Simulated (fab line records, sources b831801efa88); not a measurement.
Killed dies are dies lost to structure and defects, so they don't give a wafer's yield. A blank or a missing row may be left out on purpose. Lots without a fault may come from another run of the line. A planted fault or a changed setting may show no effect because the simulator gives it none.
Which tool did it? | flow sky130 | 6 lots, 18 wafers sampled, at 4 steps of a route of 708

WHAT THE GAUGES READ, wafer by wafer
SKY_PASSIVATION_THK_MEAS_03.
lot  | measured     | on            | PASSIVATION_CVD_02_THK (nm)
L292 | day 43 23:21 | film_metro-04 | 533 538 545
L295 | day 44 22:29 | film_metro-04 | 530 527 550
L297 | day 45 17:45 | film_metro-04 | 524 536 537
L308 | day 48 08:05 | film_metro-03 | 546 551 554
L310 | day 48 18:54 | film_metro-02 | 538 538 548
L312 | day 49 08:07 | film_metro-03 | 536 542 545

WHICH TOOL RAN EACH LOT (tool, then ch and the chambers of the sampled wafers, then the start)
lot  | SKY_LDD_LDN_EXPOSE_04               | SKY_METAL5_SPUTTER_00        | SKY_METAL5_SPUTTER_04
L292 | iline_stepper-02 ch 0, day 22 08:01 | pvd_sputter-01, day 42 23:22 | pvd_sputter-01, day 42 23:29
L295 | iline_stepper-02 ch 0, day 23 16:38 | pvd_sputter-02, day 43 22:59 | pvd_sputter-02, day 43 23:07
L297 | iline_stepper-02 ch 0, day 24 16:27 | pvd_sputter-02, day 44 19:04 | pvd_sputter-02, day 44 19:11
L308 | iline_stepper-01 ch 0, day 28 08:50 | pvd_sputter-01, day 47 11:37 | pvd_sputter-01, day 47 11:44
L310 | iline_stepper-01 ch 0, day 29 01:40 | pvd_sputter-04, day 47 22:23 | pvd_sputter-04, day 47 22:30
L312 | iline_stepper-01 ch 0, day 30 02:25 | pvd_sputter-01, day 48 13:09 | pvd_sputter-01, day 48 13:16
- SKY_LDD_LDN_EXPOSE_04: exposes mask LDNTM, target cd 700 nm.
- SKY_METAL5_SPUTTER_00: material Ti, target thk 15 nm, time 10 s.
- SKY_METAL5_SPUTTER_04: material TiN, target thk 70 nm, time 58.3 s.

THE ANSWER, worked out from the rows above alone
Rule: what is usual is taken from the lots themselves. Put in order of their means at a reading, lots are off if they are a third of the lots or fewer, leave a main group of 4 or more, and stand apart from it by a gap of 3 or more times the standard deviation of the main group's means; of several such gaps the widest counts. A main group whose means are all the same, to the digits that the tables above print for the reading, isn't used. A lot without any number at a reading at which 4 lots or more have one is off too. The other lots that the step has rows for count as sound.
No lot is off at any reading shown: from this, nothing can be told.

WHAT THE SIMULATOR HAD PUT IN
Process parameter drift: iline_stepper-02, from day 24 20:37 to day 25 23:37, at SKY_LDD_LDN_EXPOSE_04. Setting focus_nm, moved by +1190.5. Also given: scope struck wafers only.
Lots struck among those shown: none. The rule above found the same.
